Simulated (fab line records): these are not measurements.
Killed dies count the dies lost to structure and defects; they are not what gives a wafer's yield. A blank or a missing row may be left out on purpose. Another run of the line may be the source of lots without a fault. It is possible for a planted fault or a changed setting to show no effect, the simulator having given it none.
fab line records	flow sky130
record lots=14	wafers=40	last-day=50
route steps=708 shown FIELD_ISO@29 PWDE@54 VT_ADJUST_HVTP@92 VT_ADJUST_LVTN@107 PAD_OPEN@708
lots that met no fault: taken from a fault-free run of the same line
start-h: start of the lot's first displayed wafer, in hours after the record's first day	wait-h: hours from the lot's prior step to this one	" the same as in the row above	L1.1+2: several wafers, shown together as one row	- either no value or no given start	* or withheld: withheld	< > ~ a bound
route shown NAME@n: NAME is a module with steps in the file, n the number in the route of the first one	usual: mean/standard deviation taken from wafers without a fault	same: alike in all rows	chamber/n: place in a boat	sites: readings site by site	_std_site: their standard deviation	_edge_site: outer sites' mean less inner sites'	radius-mm: how far each site lies from the wafer's centre	mask NAME#n: copy n	behind: tool/chamber where the wafer was last shaped	hold: why the lot went on hold/how many hours it stayed there/how the hold came to an end	device: which transistor (n, p or np) failed to switch	end of line: tests run on the same wafers once the route is complete	step lacking rows: just its recipe	killed: dies lost to structure and defects at the first sort, not the wafer's yield	map: the dies of a wafer, with x for killed, . for not killed, _ for no die there
set.NAME: the setting that was run; set.NAME@STEP: the one run at that earlier step	model.NAME: the simulator's own value behind a step, which no gauge read
steps of the route over a sample of lots; a table a step, a row a wafer
services: when a tool's chamber went out of use (start-h, in hours from the record's first day, below 0 if earlier), for how many hours, and the reason
## steps
# step SKY_FIELD_ISO_WET_ETCH_28
# recipe chemistry=dHF	target-depth-nm=23.7	target=SiO2	dilution=10:1	temp-c=25	time-s=47
# usual run-length-s=77/3.3
lot.wafer	tool	chamber	start-h	wait-h	run-length-s
L196.2	wet-bench-01	1	35.84	0.2	79
L196.4	"	1	"	"	79
L196.5	"	1	"	"	79
L198.1	wet-bench-03	2	46.15	0.1	73
L198.3	"	2	"	"	73
L198.5	"	2	"	"	73
L199.1	wet-bench-03	1	51.14	0.2	74
L199.4	"	1	"	"	74
L199.6	"	1	"	"	74
L200.2	wet-bench-03	3	57.01	0.2	72
L200.3	"	3	"	"	72
L200.4	"	3	"	"	72
L202.1	wet-bench-04	3	67.83	0.1	79
L202.4	"	3	"	"	79
L202.6	"	3	"	"	79
L203.1	wet-bench-03	1	74.60	0.2	74
L203.4	"	1	"	"	74
L203.6	"	1	"	"	74
L204.1	wet-bench-04	3	79.29	0.1	79
L204.2	"	3	"	"	79
L204.5	"	3	"	"	79
L206.2	wet-bench-01	3	86.19	0.2	79
L206.4	"	3	"	"	79
L206.6	"	3	"	"	79
L208.4	wet-bench-01	0	99.85	0.1	81
L208.6	"	0	"	"	81
L209.1	wet-bench-01	1	101.52	0.1	80
L209.5	"	1	"	"	80
L209.6	"	1	"	"	80
L213.3	wet-bench-03	0	122.69	0.1	74
L213.6	"	0	"	"	74
L214.4	wet-bench-03	2	126.75	0.2	40
L214.5	"	2	"	"	40
L214.6	"	2	"	"	40
L215.3	wet-bench-03	1	132.95	0.2	40
L215.4	"	1	"	"	40
L215.6	"	1	"	"	40
L217.1	wet-bench-01	3	143.94	0.2	79
L217.4	"	3	"	"	79
L217.6	"	3	"	"	79
# step SKY_PWDE_STRIP_09
# recipe chemistry=O2/N2	power-w=1400	pressure-mtorr=1500	platen-temp-c=withheld	o2-flow-sccm=3000	n2-flow-sccm=300	overash-fraction=0.5
# usual chamber-pressure-mTorr=1500.0/1.3	drypump-motor-current-A=6.00/0.27	oes-product-au=0.722/0.0043	strip-time-to-endpoint-s=36.86/0.12
lot.wafer	tool	chamber	start-h	wait-h	chamber-pressure-mTorr	drypump-motor-current-A	oes-product-au	rf-hours-counter-h	strip-time-to-endpoint-s
L196.2	plasma-asher-04	0	71.28	0.1	1500.6	5.93	0.730	36	36.90
L196.4	"	1	"	"	1499.1	6.45	0.720	-	36.91
L196.5	"	1	"	"	1504.0	6.44	0.720	-	36.77
L198.1	plasma-asher-02	1	80.53	0.1	1499.3	6.25	0.713	41	36.78
L198.3	"	1	"	"	1498.9	6.26	0.728	-	36.84
L198.5	"	0	"	"	1501.0	5.72	0.721	-	36.87
L199.1	plasma-asher-02	0	85.33	0.1	1498.5	5.73	0.718	41	36.75
L199.4	"	0	"	"	1499.1	5.72	0.723	-	36.83
L199.6	"	0	"	"	1502.6	5.72	0.728	-	36.76
L200.2	plasma-asher-01	1	91.70	0.1	1500.0	5.68	0.720	42	37.03
L200.3	"	0	"	"	1498.5	5.93	0.719	-	36.91
L200.4	"	1	"	"	1502.4	5.69	0.722	-	37.06
L202.1	plasma-asher-01	1	107.58	0.1	1499.4	5.68	0.722	44	36.69
L202.4	"	1	"	"	1497.7	5.70	0.724	-	36.60
L202.6	"	0	"	"	1501.4	5.92	0.729	-	36.83
L203.1	plasma-asher-02	1	113.48	0.1	1498.9	6.25	0.730	44	37.01
L203.4	"	1	"	"	1500.5	6.25	0.720	-	37.00
L203.6	"	0	"	"	1498.0	5.72	0.722	-	36.87
L204.1	plasma-asher-02	1	116.54	0.1	1498.1	6.25	0.719	45	36.72
L204.2	"	0	"	"	1498.4	5.73	0.720	45	36.78
L204.5	"	1	"	"	1502.8	6.25	0.723	-	36.79
L206.2	plasma-asher-04	0	128.88	0.1	1500.1	5.93	0.720	1	36.99
L206.4	"	0	"	"	1499.3	5.92	0.728	-	36.90
L206.6	"	0	"	"	1500.8	5.95	0.725	-	37.02
L208.4	plasma-asher-02	0	140.73	0.1	1498.8	5.71	0.719	-	36.80
L208.6	"	1	"	"	1500.6	6.25	0.717	-	36.81
L209.1	plasma-asher-04	1	141.99	0.1	1499.0	6.48	0.713	2	36.95
L209.5	"	0	"	"	1500.2	5.91	0.723	-	37.01
L209.6	"	1	"	"	1498.9	6.45	0.715	-	36.88
L213.3	plasma-asher-02	0	164.78	0.1	1501.7	5.75	0.720	-	36.92
L213.6	"	0	"	"	1500.4	5.71	0.735	-	36.79
L214.4	plasma-asher-04	0	168.26	0.1	1500.7	5.91	0.722	-	36.80
L214.5	"	0	"	"	1498.3	5.91	0.726	-	36.74
L214.6	"	1	"	"	1498.9	6.41	0.717	-	36.75
L215.3	plasma-asher-02	0	175.33	0.1	1500.0	5.71	0.719	-	36.96
L215.4	"	1	"	"	1499.6	6.27	0.716	-	36.97
L215.6	"	1	"	"	1499.7	6.27	0.722	-	36.87
L217.1	plasma-asher-04	1	187.79	0.1	1499.6	6.47	0.712	7	36.91
L217.4	"	0	"	"	1498.4	5.90	0.723	-	36.95
L217.6	"	1	"	"	1498.5	6.47	0.726	-	36.91
# step SKY_VT_ADJUST_HVTP_CD_MEAS_07
# recipe target-cd-nm=380
# usual cd-nm=380.5/2.5
lot.wafer	tool	chamber	start-h	wait-h	cd-nm
L196.2	cd-sem-01	-	125.08	0.1	375.0
L196.4	"	-	"	"	377.7
L196.5	"	-	"	"	379.2
L198.1	cd-sem-01	-	135.16	0.1	380.8
L198.3	"	-	"	"	381.5
L198.5	"	-	"	"	379.8
L199.1	cd-sem-02	-	141.44	0.1	387.3
L199.4	"	-	"	"	385.5
L199.6	"	-	"	"	382.6
L200.2	cd-sem-01	-	149.28	0.1	382.2
L200.3	"	-	"	"	382.3
L200.4	"	-	"	"	380.3
L202.1	cd-sem-01	-	166.54	0.1	384.9
L202.4	"	-	"	"	383.3
L202.6	"	-	"	"	384.3
L203.1	cd-sem-01	-	171.86	0.1	382.3
L203.4	"	-	"	"	380.7
L203.6	"	-	"	"	377.6
L204.1	cd-sem-02	-	176.61	0.1	381.0
L204.2	"	-	"	"	380.3
L204.5	"	-	"	"	382.1
L206.2	cd-sem-01	-	189.96	0.1	378.3
L206.4	"	-	"	"	378.3
L206.6	"	-	"	"	380.2
L208.4	cd-sem-02	-	202.92	0.1	383.2
L208.6	"	-	"	"	381.4
L209.1	cd-sem-01	-	204.81	0.1	383.4
L209.5	"	-	"	"	383.4
L209.6	"	-	"	"	383.6
L213.3	cd-sem-02	-	231.45	0.1	381.5
L213.6	"	-	"	"	381.8
L214.4	cd-sem-02	-	236.02	0.1	377.6
L214.5	"	-	"	"	378.1
L214.6	"	-	"	"	377.8
L215.3	cd-sem-01	-	243.23	0.1	382.4
L215.4	"	-	"	"	380.9
L215.6	"	-	"	"	381.1
L217.1	cd-sem-02	-	256.68	0.1	378.2
L217.4	"	-	"	"	379.5
L217.6	"	-	"	"	379.6
# step SKY_VT_ADJUST_LVTN_TW_MEAS_10
# usual VT_ADJUST_LVTN_TW=240.0/0.89
lot.wafer	tool	chamber	start-h	wait-h	VT_ADJUST_LVTN_TW
L196.2	film-metro-04	-	145.46	0.1	240.4
L196.4	"	-	"	"	241.9
L196.5	"	-	"	"	242.2
L198.1	film-metro-03	-	155.29	0.1	240.0
L198.3	"	-	"	"	241.6
L198.5	"	-	"	"	240.3
L199.1	film-metro-03	-	161.45	0.1	239.5
L199.4	"	-	"	"	241.0
L199.6	"	-	"	"	240.9
L200.2	film-metro-03	-	169.90	0.1	239.6
L200.3	"	-	"	"	240.2
L200.4	"	-	"	"	239.3
L202.1	film-metro-03	-	188.40	0.1	240.8
L202.4	"	-	"	"	240.2
L202.6	"	-	"	"	240.4
L203.1	film-metro-02	-	193.95	0.1	241.2
L203.4	"	-	"	"	240.3
L203.6	"	-	"	"	239.6
L204.1	film-metro-03	-	198.50	0.1	240.0
L204.2	"	-	"	"	239.8
L204.5	"	-	"	"	239.6
L206.2	film-metro-02	-	211.86	0.1	240.9
L206.4	"	-	"	"	240.7
L206.6	"	-	"	"	240.5
L208.4	film-metro-04	-	225.77	0.1	239.4
L208.6	"	-	"	"	240.1
L209.1	film-metro-02	-	227.55	0.1	239.7
L209.5	"	-	"	"	241.5
L209.6	"	-	"	"	240.7
L213.3	film-metro-02	-	254.36	0.1	239.6
L213.6	"	-	"	"	239.2
L214.4	film-metro-03	-	258.97	0.1	239.6
L214.5	"	-	"	"	239.5
L214.6	"	-	"	"	239.8
L215.3	film-metro-04	-	267.12	0.1	240.6
L215.4	"	-	"	"	240.7
L215.6	"	-	"	"	240.6
L217.1	film-metro-04	-	281.10	0.1	239.8
L217.4	"	-	"	"	240.4
L217.6	"	-	"	"	240.1
# step SKY_PAD_OPEN_PROBE_99
# usual killed_at_M0_to_M3=43/6.3	killed_at_M4_up=3.0/1.6	killed-at-contacts=25/5	killed-at-front-end=15/4.4	killed-at-other=0.3/0.8	killed-dies=85/8.7	killed-open=47/6.9	killed-short=38/6.3
# same gross-dies=492	killed-at-back-side=0
lot.wafer	tool	chamber	start-h	wait-h	killed_at_M0_to_M3	killed_at_M4_up	killed-at-contacts	killed-at-front-end	killed-at-other	killed-dies	killed-open	killed-short
L204.1	prober-02	-	1135.88	0.1	43	1	26	18	0	88	43	45
L204.2	prober-02	-	1135.93	0.1	56	1	22	16	1	96	45	51
L204.5	prober-02	-	1136.08	0.2	43	5	21	16	0	85	50	35
# killed by level:class
L204.1 CONTACT:geometric-particle:open=12 VIA1:geometric-particle:open=10 VIA3:geometric-particle:open=7 METAL2:geometric-particle:short=7 FIELD_ISO:geometric-particle:open=5 LOCAL_INTERCONNECT:geometric-particle:short=5 METAL1:geometric-particle:short=5 FIELD_ISO:geometric-particle:short=4
L204.2 VIA1:geometric-particle:open=12 VIA1:geometric-particle:short=9 CONTACT:geometric-particle:short=8 METAL1:geometric-particle:short=8 POLY_GATE:geometric-particle:short=7 VIA3:geometric-particle:open=7 CONTACT:geometric-particle:open=7 METAL3:geometric-particle:short=6
L204.5 VIA3:geometric-particle:open=8 VIA1:geometric-particle:open=7 POLY_GATE:geometric-particle:open=6 CONTACT:geometric-particle:open=6 VIA1:geometric-particle:short=5 LI_CONTACT:geometric-particle:open=5 VIA2:geometric-particle:open=5 FIELD_ISO:geometric-particle:open=4
## services
tool	chamber	start-h	hours	kind
plasma-asher-02	-	16.10	0.9	repair
plasma-asher-02	-	21.75	1.2	repair
wet-bench-01	-	26.48	4.4	pm
plasma-asher-01	-	85.12	1.2	repair
plasma-asher-04	-	108.75	9.0	pm
plasma-asher-04	0	108.75	9.0	vent-cycle
plasma-asher-04	1	108.75	9.0	vent-cycle
plasma-asher-04	0	117.75	-	clean
plasma-asher-04	1	117.75	-	clean
## key
first-sign step=SKY_FIELD_ISO_WET_ETCH_28	reading=run-length-s	direction=down	sigmas=11	usual=*	struck=*
effect none on later readings
met-at SKY_FIELD_ISO_WET_ETCH_28
struck-lots L214,L215
tester-left-out L214,L215
not-acting-at SKY_PWDE_STRIP_09,SKY_VT_ADJUST_HVTP_CD_MEAS_07,SKY_VT_ADJUST_LVTN_TW_MEAS_10
onset-between 122.69 126.75
fault kind=process-parameter-drift	tool=wet-bench-03	chamber=-	onset-h=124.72	steps=SKY_FIELD_ISO_WET_ETCH_28	channel=time-s	offset=*	shape=step	end-h=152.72	acts-in=*	stated=*
# tester-left-out: of these lots the tester's yield and bins aren't shown, on N5 and GAA mostly nor the transistor test; their killed dies are dies lost to structure and defects alone, not to doping, threshold or leakage, so they don't give the yield
